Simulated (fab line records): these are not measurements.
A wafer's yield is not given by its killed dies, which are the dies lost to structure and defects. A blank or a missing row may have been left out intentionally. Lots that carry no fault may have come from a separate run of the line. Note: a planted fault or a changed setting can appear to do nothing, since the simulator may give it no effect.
A sampling plan put to the test | flow sky130 | 14 faults told of in these records, all on one fab line, each judged by the records of the lots it struck
What counts as the plan is the set of the line's own looks, namely the steps on the route at which a gauge or an inspection reads a wafer and does not change it. A look is open to judgement when struck wafers have a number at it and the file gives its usual mean and standard deviation on fault-free wafers. Caught: 4 or more of those standard deviations (sigma) separate the usual mean from the mean of the struck wafers at a look after the fault's first step. On the tool: the test repeated on the tool's own readings taken at the fault's steps. Also counted as caught: the struck wafers showing another recipe, or a record that is empty for them alone.

## THE FAULTS, as the simulator had put them in
1. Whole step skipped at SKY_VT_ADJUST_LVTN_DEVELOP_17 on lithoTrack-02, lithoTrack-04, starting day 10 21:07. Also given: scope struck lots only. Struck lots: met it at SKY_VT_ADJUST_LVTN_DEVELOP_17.
2. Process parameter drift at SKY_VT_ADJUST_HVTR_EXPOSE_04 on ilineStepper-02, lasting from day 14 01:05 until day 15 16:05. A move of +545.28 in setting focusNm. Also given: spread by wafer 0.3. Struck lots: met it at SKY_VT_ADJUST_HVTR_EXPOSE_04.
3. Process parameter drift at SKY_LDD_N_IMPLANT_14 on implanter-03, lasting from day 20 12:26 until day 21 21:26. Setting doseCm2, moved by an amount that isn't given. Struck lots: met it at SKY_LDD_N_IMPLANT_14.
4. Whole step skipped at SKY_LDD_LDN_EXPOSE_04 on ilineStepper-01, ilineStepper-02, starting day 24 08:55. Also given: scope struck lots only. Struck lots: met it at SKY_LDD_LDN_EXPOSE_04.
5. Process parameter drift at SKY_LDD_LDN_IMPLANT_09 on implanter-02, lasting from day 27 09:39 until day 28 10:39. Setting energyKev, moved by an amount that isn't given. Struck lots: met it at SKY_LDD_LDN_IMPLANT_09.
6. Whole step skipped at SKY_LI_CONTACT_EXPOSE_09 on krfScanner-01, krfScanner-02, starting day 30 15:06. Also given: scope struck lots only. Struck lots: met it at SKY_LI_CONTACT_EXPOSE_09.
7. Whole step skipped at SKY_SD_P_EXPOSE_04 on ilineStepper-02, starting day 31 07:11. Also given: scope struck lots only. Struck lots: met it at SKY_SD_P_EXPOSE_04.
8. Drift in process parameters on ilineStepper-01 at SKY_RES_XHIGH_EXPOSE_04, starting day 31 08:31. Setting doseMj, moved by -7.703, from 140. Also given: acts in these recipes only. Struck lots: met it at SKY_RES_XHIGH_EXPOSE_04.
9. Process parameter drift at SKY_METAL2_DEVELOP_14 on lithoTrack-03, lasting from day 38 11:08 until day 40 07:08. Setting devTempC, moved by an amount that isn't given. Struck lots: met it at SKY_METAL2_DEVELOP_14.
10. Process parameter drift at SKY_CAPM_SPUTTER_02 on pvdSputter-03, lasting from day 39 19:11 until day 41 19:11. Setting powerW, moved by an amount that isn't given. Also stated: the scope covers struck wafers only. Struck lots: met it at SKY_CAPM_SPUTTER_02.
11. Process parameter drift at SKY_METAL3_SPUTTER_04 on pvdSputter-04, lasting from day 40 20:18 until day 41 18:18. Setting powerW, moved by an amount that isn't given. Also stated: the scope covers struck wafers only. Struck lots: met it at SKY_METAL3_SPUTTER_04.
12. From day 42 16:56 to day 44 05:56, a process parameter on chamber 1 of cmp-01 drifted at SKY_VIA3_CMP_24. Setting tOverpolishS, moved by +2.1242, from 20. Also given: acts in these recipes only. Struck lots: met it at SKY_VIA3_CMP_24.
13. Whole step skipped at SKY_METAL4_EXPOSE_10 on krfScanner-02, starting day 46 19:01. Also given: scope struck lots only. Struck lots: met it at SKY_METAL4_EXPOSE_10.
14. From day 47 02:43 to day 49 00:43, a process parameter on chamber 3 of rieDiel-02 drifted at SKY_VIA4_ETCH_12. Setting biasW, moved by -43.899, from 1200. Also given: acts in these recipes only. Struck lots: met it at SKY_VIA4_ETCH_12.

## WHAT THE PLAN SAW
fault | on the tool itself                               | first look that catches it                      | reading, sigma | median hours from its first step to that look | hours from the fault's start to the first struck lot there | judged looks passed uncaught
1     | the tool's record is blank for the struck wafers | not the one look that can be judged after it    | -              | -                                             | -                                                          | 1
2     | exposureDoseMJCm2 +4.7 sigma                     | none of the 2 looks that can be judged after it | -              | -                                             | -                                                          | 2
3     | doseIonsCm2 -99 or beyond sigma                  | none of the 2 looks that can be judged after it | -              | -                                             | -                                                          | 2
4     | no reading that can be judged                    | no look after it can be judged                  | -              | -                                             | -                                                          | 0
5     | beamEnergyKeV +69 sigma                          | no look after it can be judged                  | -              | -                                             | -                                                          | 0
6     | no reading that can be judged                    | no look after it can be judged                  | -              | -                                             | -                                                          | 0
7     | no reading that can be judged                    | not the one look that can be judged after it    | -              | -                                             | -                                                          | 1
8     | exposureDoseMJCm2 -50 sigma                      | not the one look that can be judged after it    | -              | -                                             | -                                                          | 1
9     | developerTempC +7.5 sigma                        | no look after it can be judged                  | -              | -                                             | -                                                          | 0
10    | cathodeDcPowerW -99 or beyond sigma              | no look after it can be judged                  | -              | -                                             | -                                                          | 0
11    | cathodeDcPowerW +99 or beyond sigma              | no look after it can be judged                  | -              | -                                             | -                                                          | 0
12    | overpolishRunS +99 or beyond sigma               | no look after it can be judged                  | -              | -                                             | -                                                          | 0
13    | no reading that can be judged                    | no look after it can be judged                  | -              | -                                             | -                                                          | 0
14    | biasW -11 sigma                                  | no look after it can be judged                  | -              | -                                             | -                                                          | 0
A dash: the fault is not caught, or the number is missing from these records.

Caught at a look: 0 of 14. Caught on the tool: 10 of 14. By one or the other: 10 of 14.
Faults caught by the tool alone: 1, 2, 3, 5, 8, 9, 10, 11, 12, 14.
Caught by neither: faults 4, 6, 7, 13.
